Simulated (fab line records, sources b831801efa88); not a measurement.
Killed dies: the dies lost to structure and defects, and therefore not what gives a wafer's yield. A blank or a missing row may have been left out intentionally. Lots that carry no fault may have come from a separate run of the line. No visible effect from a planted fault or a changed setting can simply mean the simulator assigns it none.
Struck lot and sound lot, side by side ; flow sky130 ; 44 out of 708 route steps
Sound: the wafers L813.2, L813.3, L813.5. Struck: wafers L823.1, L823.2, L823.5. The cause comes at the end.
For every step that has rows: the tool of each side, followed by ch and its chambers, followed by its first start. Under that, the readings that differ: sound wafers ; struck wafers ; difference of the means ; sigmas: that difference in standard deviations of wafers without a fault.
alike: readings whose means differ by less than 2 such deviations, and words and numbers that are the same on both sides. not compared: withheld readings, readings that some wafer has no value for, bounds like >300 that may hide the same value, and numbers for which the record gives no deviation and whose values overlap.
A row with sigmas, a row that says differs or no value, or rows on one side alone: a step with any of these is where the two part. Non-overlapping numbers with no deviation appear without sigmas and do not part them. A reading missing from all wafers of one side parts the sides only when that side holds two or more wafers.

first, 6 steps without rows for these wafers: SKY_VT_ADJUST_LVTN_HMDS_12 (prime time 60 s); SKY_VT_ADJUST_LVTN_COAT_13 (resist thk 1140 nm); SKY_VT_ADJUST_LVTN_SOFTBAKE_14 (time 60 s); SKY_VT_ADJUST_LVTN_EXPOSE_15 (exposes mask HVN STD DERIVED, target cd 600 nm); SKY_VT_ADJUST_LVTN_PEB_16; SKY_VT_ADJUST_LVTN_DEVELOP_17 (develop time 60 s).
SKY_VT_ADJUST_LVTN_OVL_MEAS_18:
  struck on overlay-01, day 13 11:56; sound on overlay-01, day 10 13:24
reading;sound;struck;difference;sigmas
VT_ADJUST_LVTN_01_OVL (nm);-3.1 -3.2 -1.1;2.1 1.2 -1.2;+3.2;+2
following that, these wafers have no rows for 1 step: SKY_VT_ADJUST_LVTN_IMPLANT_19.
SKY_VT_ADJUST_LVTN_STRIP_20: strips in O2/N2.
  sound on plasma asher-04 ch 0,1, day 10 13:35; struck on plasma asher-01 ch 0,1, day 13 12:08
  alike: drypump motor current A, oes product au, strip time to endpoint s
  not compared: rf hours counter h
SKY_VT_ADJUST_LVTN_TW_MEAS_21:
  struck on film metro-04, day 13 12:14; sound on film metro-04, day 10 13:41
  alike: VT_ADJUST_LVTN_2_TW
then, 2 steps without rows for these wafers: SKY_VT_ADJUST_NCORE_DEHYDRATE_00 (time 60 s); SKY_VT_ADJUST_NCORE_HMDS_01 (prime time 60 s).
SKY_VT_ADJUST_NCORE_COAT_02: resist thk 1140 nm.
  sound on litho track-03 ch 0, day 11 00:53; struck on litho track-01, day 14 01:11
  no value came back on the struck wafers for chill plate temp C (C), dispense pressure kPa (kPa), exhaust pa (Pa); on the sound wafers chill plate temp C (C) reads 22.97 23.24 23.07
then, 4 steps without rows for these wafers: SKY_VT_ADJUST_NCORE_SOFTBAKE_03 (time 60 s); SKY_VT_ADJUST_NCORE_EXPOSE_04 (exposes mask LVTN COMPLEMENT THIN, target cd 380 nm); SKY_VT_ADJUST_NCORE_PEB_05; SKY_VT_ADJUST_NCORE_DEVELOP_06 (develop time 60 s).
SKY_VT_ADJUST_NCORE_CD_MEAS_07: target cd 380 nm.
  struck on cd sem-01, day 14 14:05; sound on cd sem-01, day 11 12:46
reading;sound;struck;difference;sigmas
cd nm (nm);379.6 380.2 378.9;- - -;no value on the struck wafers;
SKY_VT_ADJUST_NCORE_OVL_MEAS_08:
  struck on overlay-01, day 14 14:13; sound on overlay-02, day 11 12:52
reading;sound;struck;difference;sigmas
VT_ADJUST_NCORE_OVL (nm);2.4 2.0 1.5;- - -;no value on the struck wafers;
following that, these wafers have no rows for 1 step: SKY_VT_ADJUST_NCORE_IMPLANT_09.
SKY_VT_ADJUST_NCORE_STRIP_10: strips in O2/N2.
  sound on plasma asher-02 ch 0,1, day 11 13:02; struck on plasma asher-02 ch 0,1, day 14 14:23
  no value came back on the struck wafers for oes product au (a.u.), strip time to endpoint s (s); on the sound wafers oes product au (a.u.) reads 0.715 0.720 0.719
  alike: drypump motor current A
  not compared: rf hours counter h
SKY_VT_ADJUST_NCORE_TW_MEAS_11:
  struck on film metro-02, day 14 14:29; sound on film metro-04, day 11 13:09
reading;sound;struck;difference;sigmas
VT_ADJUST_NCORE_TW;223.5 223.8 222.4;217.6 217.2 217.6;-5.8;-2
then, 7 steps without rows for these wafers: SKY_VT_ADJUST_HVTR_DEHYDRATE_00 (time 60 s); SKY_VT_ADJUST_HVTR_HMDS_01 (prime time 60 s); SKY_VT_ADJUST_HVTR_COAT_02 (resist thk 1140 nm); SKY_VT_ADJUST_HVTR_SOFTBAKE_03 (time 60 s); SKY_VT_ADJUST_HVTR_EXPOSE_04 (exposes mask HVTRM, target cd 380 nm); SKY_VT_ADJUST_HVTR_PEB_05; SKY_VT_ADJUST_HVTR_DEVELOP_06 (develop time 60 s).
SKY_VT_ADJUST_HVTR_CD_MEAS_07: target cd 380 nm.
  struck on cd sem-02, day 15 17:20; sound on cd sem-02, day 12 13:01
  alike: cd nm
SKY_VT_ADJUST_HVTR_OVL_MEAS_08:
  struck on overlay-02, day 15 17:28; sound on overlay-02, day 12 13:08
  alike: VT_ADJUST_HVTR_OVL
following that, these wafers have no rows for 1 step: SKY_VT_ADJUST_HVTR_IMPLANT_09.
SKY_VT_ADJUST_HVTR_STRIP_10: strips in O2/N2.
  sound on plasma asher-04 ch 0,1, day 12 13:19; struck on plasma asher-04 ch 0,1, day 15 17:38
reading;sound;struck;difference;sigmas
strip time to endpoint s (s);14.16 14.13 14.15;14.23 14.21 14.26;+0.09;+2
  alike: drypump motor current A, oes product au
  not compared: rf hours counter h
SKY_VT_ADJUST_HVTR_TW_MEAS_11:
  struck on film metro-03, day 15 17:44; sound on film metro-04, day 12 13:25
reading;sound;struck;difference;sigmas
VT_ADJUST_HVTR_TW;215.6 214.9 215.2;260.9 260.8 260.6;+45.5;+18
then, 7 steps without rows for these wafers: SKY_VT_ADJUST_PCH_DEHYDRATE_00 (time 60 s); SKY_VT_ADJUST_PCH_HMDS_01 (prime time 60 s); SKY_VT_ADJUST_PCH_COAT_02 (resist thk 3000 nm); SKY_VT_ADJUST_PCH_SOFTBAKE_03; SKY_VT_ADJUST_PCH_EXPOSE_04 (exposes mask NWM, target cd 840 nm); SKY_VT_ADJUST_PCH_PEB_05; SKY_VT_ADJUST_PCH_DEVELOP_06 (develop time 60 s).
SKY_VT_ADJUST_PCH_OVL_MEAS_07:
  struck on overlay-02, day 16 20:54; sound on overlay-01, day 13 14:38
reading;sound;struck;difference;sigmas
VT_ADJUST_PCH_OVL (nm);-2.2 0.9 1.3;-1.4 -3.0 -4.4;-2.9;-2
SKY_VT_ADJUST_PCH_TW_MEAS_10:
  struck on film metro-01, day 16 21:11; sound on film metro-01, day 13 14:56
reading;sound;struck;difference;sigmas
VT_ADJUST_PCH_TW;142.4 143.5 143.1;233.8 231.9 233.3;+90.0;+82
SKY_SONOS_TUNNEL_TW_MEAS_12:
  struck on film metro-01, day 18 02:51; sound on film metro-04, day 14 17:26
reading;sound;struck;difference;sigmas
SONOS_TUNNEL_TW;201.7 201.5 201.6;258.8 257.5 259.5;+57.0;+22

## WHERE THEY PART
First at SKY_VT_ADJUST_LVTN_OVL_MEAS_18; last, within this record, at SKY_SONOS_TUNNEL_TW_MEAS_12.

WHY: whatever the simulator had introduced
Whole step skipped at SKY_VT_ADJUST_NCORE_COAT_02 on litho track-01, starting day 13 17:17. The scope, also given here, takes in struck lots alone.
